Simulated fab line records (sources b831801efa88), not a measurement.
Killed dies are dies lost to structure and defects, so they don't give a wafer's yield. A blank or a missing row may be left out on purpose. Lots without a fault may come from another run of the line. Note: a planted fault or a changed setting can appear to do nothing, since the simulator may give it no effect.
Which tool was responsible? | flow sky130 | 39 wafers from 13 lots sampled at 4 of the route's 708 steps

WHAT THE GAUGES READ, wafer by wafer
SKY_VT_ADJUST_HVTP_CD_MEAS_07: the cd target is 380 nm.
lot  | measured     | on       | cdNm (nm)
L990 | day 6 06:35  | cdSem-02 | 384.2 383.5 382.3
L991 | day 6 20:06  | cdSem-01 | 380.8 377.3 378.6
L993 | day 7 04:22  | cdSem-01 | 381.8 381.0 382.2
L992 | day 7 04:38  | cdSem-02 | 378.8 381.6 381.4
L994 | day 7 11:16  | cdSem-02 | 378.8 380.0 382.0
L999 | day 8 11:43  | cdSem-02 | - - -
L107 | day 10 10:50 | cdSem-01 | 379.9 378.1 377.0
L108 | day 10 18:25 | cdSem-01 | 378.1 379.2 377.0
L109 | day 11 01:32 | cdSem-01 | 379.5 378.6 381.9
L110 | day 11 10:17 | cdSem-02 | 384.5 386.7 387.7
L111 | day 11 13:20 | cdSem-02 | 380.1 379.8 379.2
L112 | day 11 23:40 | cdSem-02 | 378.3 378.7 380.3
L113 | day 12 06:36 | cdSem-02 | 376.7 377.6 376.5

SKY_VT_ADJUST_HVTP_TW_MEAS_11.
lot  | measured     | on           | VT_ADJUST_HVTP_TW
L990 | day 6 06:58  | filmMetro-01 | 1341 1343 1335
L991 | day 6 20:30  | filmMetro-04 | 1338 1339 1340
L993 | day 7 04:45  | filmMetro-02 | 1346 1337 1341
L992 | day 7 05:02  | filmMetro-02 | 1338 1339 1345
L994 | day 7 11:59  | filmMetro-02 | 1335 1341 1337
L999 | day 8 12:07  | filmMetro-01 | 30 29 30
L107 | day 10 11:20 | filmMetro-02 | 1339 1340 1344
L108 | day 10 18:48 | filmMetro-04 | 1348 1355 1341
L109 | day 11 01:56 | filmMetro-04 | 1325 1329 1324
L110 | day 11 10:42 | filmMetro-02 | 1337 1335 1338
L111 | day 11 13:44 | filmMetro-01 | 1340 1339 1336
L112 | day 12 00:04 | filmMetro-04 | 1340 1345 1342
L113 | day 12 06:59 | filmMetro-04 | 1343 1336 1335

SKY_VT_ADJUST_LVTN_TW_MEAS_21.
lot  | measured     | on           | VT_ADJUST_LVTN_2_TW
L990 | day 7 22:31  | filmMetro-04 | 185.4 186.2 185.9
L991 | day 8 12:11  | filmMetro-03 | 184.9 186.6 185.5
L993 | day 8 21:34  | filmMetro-04 | 186.9 186.1 186.1
L992 | day 8 21:52  | filmMetro-02 | 186.1 186.5 185.0
L994 | day 9 04:58  | filmMetro-03 | 185.9 186.5 186.6
L999 | day 10 07:39 | filmMetro-04 | 1352.6 1344.8 1352.1
L107 | day 12 10:32 | filmMetro-02 | 184.7 185.2 185.1
L108 | day 12 18:12 | filmMetro-03 | 185.5 187.0 187.3
L109 | day 13 02:25 | filmMetro-02 | 185.7 186.0 185.5
L110 | day 13 12:08 | filmMetro-04 | 186.5 186.5 187.1
L111 | day 13 14:59 | filmMetro-02 | 185.1 185.4 184.9
L112 | day 14 01:58 | filmMetro-04 | 185.8 184.8 185.7
L113 | day 14 08:01 | filmMetro-02 | 186.3 186.4 186.4

WHICH TOOL RAN EACH LOT (tool, then ch and the chambers of the sampled wafers, then the start)
lot  | SKY_VT_ADJUST_HVTP_EXPOSE_04
L990 | ilineStepper-01 ch 0, day 5 20:52
L991 | ilineStepper-02 ch 0, day 6 10:19
L993 | ilineStepper-02 ch 0, day 6 18:28
L992 | ilineStepper-02 ch 0, day 6 18:40
L994 | ilineStepper-01 ch 0, day 7 02:16
L999 | ilineStepper-01 ch 0, day 8 01:43
L107 | ilineStepper-01 ch 0, day 9 23:58
L108 | ilineStepper-02 ch 0, day 10 07:14
L109 | ilineStepper-01 ch 0, day 10 13:53
L110 | ilineStepper-01 ch 0, day 10 23:20
L111 | ilineStepper-01 ch 0, day 11 02:42
L112 | ilineStepper-01 ch 0, day 11 11:13
L113 | ilineStepper-02 ch 0, day 11 18:36
- SKY_VT_ADJUST_HVTP_EXPOSE_04: exposes mask HVTPM, target cd 380 nm.

WHAT THE TOOLS THEMSELVES READ (means of the sampled wafers that have a number; where no wafer has one, the mark that the record gives instead)
The record holds no such reading with a usual standard deviation.

THE ANSWER, worked out from the rows above alone
Rule: what is usual is taken from the lots themselves. Put in order of their means at a reading, lots are off if they are a third of the lots or fewer, leave a main group of 4 or more, and stand apart from it by a gap of 3 or more times the standard deviation of the main group's means; of several such gaps the widest counts. A main group whose means are all the same, to the digits that the tables above print for the reading, isn't used. Also off: a lot with no number at a reading for which 4 or more lots have one. The other lots that the step has rows for count as sound. Order of review: gauges by route order, followed by the tools' own readings, for which a lot's mean as printed above is used. The first step at which some lot is off is used, and at that step the reading that is off furthest; a lot without a number counts as furthest.
Off at SKY_VT_ADJUST_HVTP_CD_MEAS_07 (cdNm): L999. Without a number there: L999. Main group: mean 380.3 nm, sd 2.4.
A tool fits if, at a process step before that reading, it ran every lot that is off, and no sound lot after the first of them. The gauges at SKY_VT_ADJUST_HVTP_CD_MEAS_07 aren't tried: what is off there is off at SKY_VT_ADJUST_HVTP_TW_MEAS_11 too, on other tools, and a gauge's error can't cause that. Of those tried, none fits.

WHAT WAS PUT IN BY THE SIMULATOR
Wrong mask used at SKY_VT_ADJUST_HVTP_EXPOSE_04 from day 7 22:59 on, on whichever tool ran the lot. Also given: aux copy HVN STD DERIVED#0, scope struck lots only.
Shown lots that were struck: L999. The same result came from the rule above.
